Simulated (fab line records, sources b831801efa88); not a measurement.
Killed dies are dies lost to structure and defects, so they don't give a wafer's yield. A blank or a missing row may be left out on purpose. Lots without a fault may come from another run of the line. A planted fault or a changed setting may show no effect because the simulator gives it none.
fab line records | flow gf180mcu
record lots=7 wafers=21 last_day=33
route steps=602 shown PSD@260 NSD@262 SAB@264
lots that met no fault: from a run of the same line without faults
start_h: hours from the record's first day to the start of the lot's first wafer shown | wait_h: hours since the lot's step before | " the same as in the row above | L1.1+2: a row that stands for several wafers | - no value, or no start given | * or withheld: withheld | < > ~ a bound
route shown NAME@n: a module of which the file shows steps, and the number in the route of the first | usual: mean/standard deviation of fault-free wafers | same: alike in all rows | chamber/n: place in a boat | sites: the reading at each site | _std_site: their standard deviation | _edge_site: outer sites' mean less inner sites' | radius_mm: how far each site lies from the wafer's centre | mask NAME#n: copy n | behind: the tool/chamber that last shaped the wafer | hold: why the lot was held/for how many hours/how that ended | device: the transistor (n, p or np) that didn't switch | end of line: the same wafers' tests at the end of the route | a step without rows: its recipe alone | killed: dies lost to structure and defects at the first sort, not the wafer's yield | map: a wafer's dies, x killed, . not, _ none there
set.NAME: the setting as run; set.NAME@STEP: as run at that earlier step | model.NAME: the simulator's own value behind a step, which no gauge read
lots at some steps of the route; a table a step, a row a wafer
services: from which hour (start_h, from the record's first day; less than 0 if before it) a tool's chamber was out of use, for how many hours, and why
## steps
# step GF_PSD_CLEAN_12
# recipe chemistry=SC1/SC2 mix=1:4:20 temp_c=70 time_s=150 dry=n2_spin
# step GF_PSD_RTA_13
# recipe temp_c=1025 time_s=20 ambient=N2
# usual lamp_power_pct=35.5/0.56 wafer_temp_C_max=1029.8/1
# same time_s=20
# columns lot.wafer tool chamber start_h wait_h lamp_power_pct wafer_temp_C_max
L777.1 rtp_anneal-01 0 347.26 0.0 35.9 1029.2
L777.5 " 0 " " 35.9 1030.3
L777.6 " 0 " " 35.9 1028.0
L778.2 rtp_anneal-01 0 352.63 0.0 35.9 1029.2
L778.3 " 0 " " 35.9 1030.8
L778.6 " 0 " " 35.9 1028.4
L779.1 rtp_anneal-01 0 362.68 0.0 35.9 1029.4
L779.3 " 0 " " 35.8 1030.1
L779.6 " 0 " " 35.9 1029.3
L787.1 rtp_anneal-01 0 428.12 0.0 35.9 1029.7
L787.3 " 0 " " 35.8 1029.2
L787.4 " 0 " " 35.9 1029.4
L789.2 rtp_anneal-01 0 443.37 0.0 35.9 1030.3
L789.3 " 0 " " 36.0 1030.2
L789.4 " 0 " " 35.9 1030.4
L793.1 rtp_anneal-01 0 477.81 0.0 35.9 1030.6
L793.4 " 0 " " 36.0 1030.0
L793.5 " 0 " " 35.9 1030.0
L794.1 rtp_anneal-01 0 487.81 0.0 35.9 1030.3
L794.3 " 0 " " 35.9 1029.1
L794.6 " 0 " " 35.9 1028.1
# step GF_PSD_RS_MEAS_14
# recipe thk_meas_gauge=four-point-probe
# usual NSD_RS=46.11/0.11
# columns lot.wafer tool chamber start_h wait_h NSD_RS[ohm/sq]
L777.1 film_metro-04 - 347.43 0.1 46.14
L777.5 " - " " 46.21
L777.6 " - " " 46.10
L778.2 film_metro-03 - 352.72 0.1 46.18
L778.3 " - " " 46.20
L778.6 " - " " 46.17
L779.1 film_metro-04 - 362.77 0.1 46.15
L779.3 " - " " 46.02
L779.6 " - " " 46.13
L787.1 film_metro-04 - 428.20 0.1 46.10
L787.3 " - " " 46.22
L787.4 " - " " 46.08
L789.2 film_metro-04 - 443.46 0.1 46.11
L789.3 " - " " 46.07
L789.4 " - " " 46.05
L793.1 film_metro-04 - 477.90 0.1 46.23
L793.4 " - " " 46.16
L793.5 " - " " 46.17
L794.1 film_metro-02 - 487.90 0.1 45.90
L794.3 " - " " 45.88
L794.6 " - " " 46.13
# step GF_PSD_RS_MEAS_15
# recipe thk_meas_gauge=four-point-probe
# usual PSD_RS=108.5/0.31
# columns lot.wafer tool chamber start_h wait_h PSD_RS[ohm/sq]
L777.1 film_metro-04 - 347.55 0.1 108.4
L777.5 " - " " 108.6
L777.6 " - " " 108.3
L778.2 film_metro-03 - 352.84 0.1 108.6
L778.3 " - " " 108.8
L778.6 " - " " 108.3
L779.1 film_metro-04 - 362.89 0.1 108.3
L779.3 " - " " 108.7
L779.6 " - " " 108.8
L787.1 film_metro-04 - 428.32 0.1 108.7
L787.3 " - " " 108.3
L787.4 " - " " 108.2
L789.2 film_metro-04 - 443.58 0.1 108.4
L789.3 " - " " 108.5
L789.4 " - " " 108.8
L793.1 film_metro-04 - 478.02 0.1 109.1
L793.4 " - " " 108.9
L793.5 " - " " 108.7
L794.1 film_metro-02 - 488.02 0.1 108.4
L794.3 " - " " 108.5
L794.6 " - " " 108.4
# step GF_SAB_CVD_00
# recipe material=SiO2 target_thk_nm=50 precursor=TEOS temp_c=400 time_s=4.9302 rf_w=600
# usual heater_power_w=632/100
# same time_s=4.9302
# columns lot.wafer tool chamber start_h wait_h heater_power_w
L777.1 pecvd-01 2 347.67 0.1 503
L777.5 " 1 " " 724
L777.6 " 2 " " 509
L778.2 pecvd-02 2 352.94 0.1 529
L778.3 " 0 " " 742
L778.6 " 2 " " 523
L779.1 pecvd-02 1 363.01 0.1 617
L779.3 " 2 " " 558
L779.6 " 1 " " 614
L787.1 pecvd-02 1 428.44 0.1 610
L787.3 " 0 " " 733
L787.4 " 1 " " 608
L789.2 pecvd-02 1 443.68 0.1 625
L789.3 " 2 " " 486
L789.4 " 1 " " 619
L793.1 pecvd-02 1 478.14 0.1 643
L793.4 " 1 " " 515
L793.5 " 0 " " 694
L794.1 pecvd-03 2 488.14 0.1 513
L794.3 " 0 " " 844
L794.6 " 2 " " 525
# step GF_SAB_THK_MEAS_01
# recipe reads=SiO2_of_SAB_CVD_00
# usual SAB_CVD_00_THK=50.3/0.78
# columns lot.wafer tool chamber start_h wait_h SAB_CVD_00_THK[nm]
L777.1 film_metro-03 - 347.69 0.0 49.4
L777.5 " - " " 50.9
L777.6 " - " " 51.0
L778.2 film_metro-01 - 352.97 0.0 50.1
L778.3 " - " " 50.4
L778.6 " - " " 51.0
L779.1 film_metro-03 - 363.03 0.0 49.7
L779.3 " - " " 50.9
L779.6 " - " " 50.7
L787.1 film_metro-03 - 428.46 0.0 50.1
L787.3 " - " " 50.9
L787.4 " - " " 51.4
L789.2 film_metro-01 - 443.71 0.0 49.3
L789.3 " - " " 50.6
L789.4 " - " " 50.2
L793.1 film_metro-03 - 478.16 0.0 49.7
L793.4 " - " " 50.3
L793.5 " - " " 51.5
L794.1 film_metro-03 - 488.16 0.0 50.0
L794.3 " - " " 50.4
L794.6 " - " " 50.6
# step GF_SAB_DEHYDRATE_02
# recipe temp_c=200 time_s=60
# step GF_SAB_HMDS_03
# recipe prime_time_s=60 prime_temp_c=120
# step GF_SAB_COAT_04
# recipe resist=NOVOLAK spin_rpm=2978 resist_thk_nm=1000
# step GF_SAB_SOFTBAKE_05
# recipe temp_c=90 time_s=60 resist=NOVOLAK
# step GF_SAB_EXPOSE_06
# recipe mask_id=SAB target_cd_nm=420 na=0.6 source_shape=conventional sigma_outer=0.6 dose_mj=140
# step GF_SAB_PEB_07
# recipe temp_c=withheld time_s=* resist=NOVOLAK
# step GF_SAB_DEVELOP_08
# recipe develop_time_s=60 dev_temp_c=23
# usual chill_plate_temp_C=22.96/0.11 develop_time_s=60/0
# columns lot.wafer tool chamber start_h wait_h chill_plate_temp_C develop_time_s
L777.1 litho_track-02 - 369.31 0.1 - -
L777.5 " - " " - -
L777.6 " - " " - -
L778.2 litho_track-02 - 374.34 0.1 - -
L778.3 " - " " - -
L778.6 " - " " - -
L779.1 litho_track-04 - 385.64 0.1 - -
L779.3 " - " " - -
L779.6 " - " " - -
L787.1 litho_track-04 0 452.74 0.1 22.87 60
L787.3 " 0 " " 22.99 60
L787.4 " 0 " " 22.81 60
L789.2 litho_track-03 0 467.97 0.1 22.93 60
L789.3 " 0 " " 22.87 60
L789.4 " 0 " " 22.84 60
L793.1 litho_track-02 0 501.76 0.1 22.85 60
L793.4 " 0 " " 22.87 60
L793.5 " 0 " " 22.87 60
L794.1 litho_track-02 0 511.91 0.1 22.87 60
L794.3 " 0 " " 22.89 60
L794.6 " 0 " " 22.95 60
# step GF_SAB_CD_MEAS_09
# recipe target_cd_nm=420
# usual cd_nm=420.5/2.3
# columns lot.wafer tool chamber start_h wait_h cd_nm
L777.1 cd_sem-02 - 369.46 0.1 -
L777.5 " - " " -
L777.6 " - " " -
L778.2 cd_sem-01 - 374.48 0.1 -
L778.3 " - " " -
L778.6 " - " " -
L779.1 cd_sem-01 - 385.79 0.1 -
L779.3 " - " " -
L779.6 " - " " -
L787.1 cd_sem-02 - 452.89 0.1 421.9
L787.3 " - " " 420.0
L787.4 " - " " 420.7
L789.2 cd_sem-01 - 468.12 0.1 421.9
L789.3 " - " " 418.7
L789.4 " - " " 418.2
L793.1 cd_sem-01 - 501.91 0.1 419.9
L793.4 " - " " 419.4
L793.5 " - " " 418.1
L794.1 cd_sem-01 - 512.06 0.1 417.7
L794.3 " - " " 417.5
L794.6 " - " " 419.3
## services
# columns tool chamber start_h hours kind
rtp_anneal-01 - 336.14 2.6 pm
pecvd-02 - 338.84 2.8 pm
pecvd-01 - 359.54 2.5 repair
pecvd-02 - 377.55 0.7 repair
pecvd-03 0 416.94 9.8 repair
pecvd-03 2 431.86 18.2 repair
pecvd-03 - 433.24 1.4 repair
pecvd-01 2 477.06 10.1 repair
pecvd-03 - 496.94 3.0 repair
## key
first_sign step=GF_SAB_DEVELOP_08 reading=tool_record direction=missing
effect none on later readings
met_at GF_SAB_DEVELOP_08
struck_wafers L777.1,L777.5,L777.6,L778.2,L778.3,L778.6,L779.1,L779.3,L779.6
later_rows_left_out L777.1,L777.5,L777.6,L778.2,L778.3,L778.6,L779.1,L779.3,L779.6
sort_left_out L777.1,L777.5,L777.6,L778.2,L778.3,L778.6,L779.1,L779.3,L779.6
tester_left_out L777,L778,L779
fault kind=skipped_step_whole tool=litho_track-02,litho_track-04 chamber=- onset_h=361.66 steps=GF_SAB_DEVELOP_08 scope=struck_lots_only
# tester_left_out: of these lots the tester's yield and bins aren't shown, on N5 and GAA mostly nor the transistor test; their killed dies are dies lost to structure and defects alone, not to doping, threshold or leakage, so they don't give the yield
# sort_left_out: the simulated sort isn't trusted on such a fault, so these wafers' sort isn't shown, and their yield isn't known
# later_rows_left_out: the simulator's readings of these wafers behind a module that went badly wrong aren't trusted and aren't shown, but for the sort
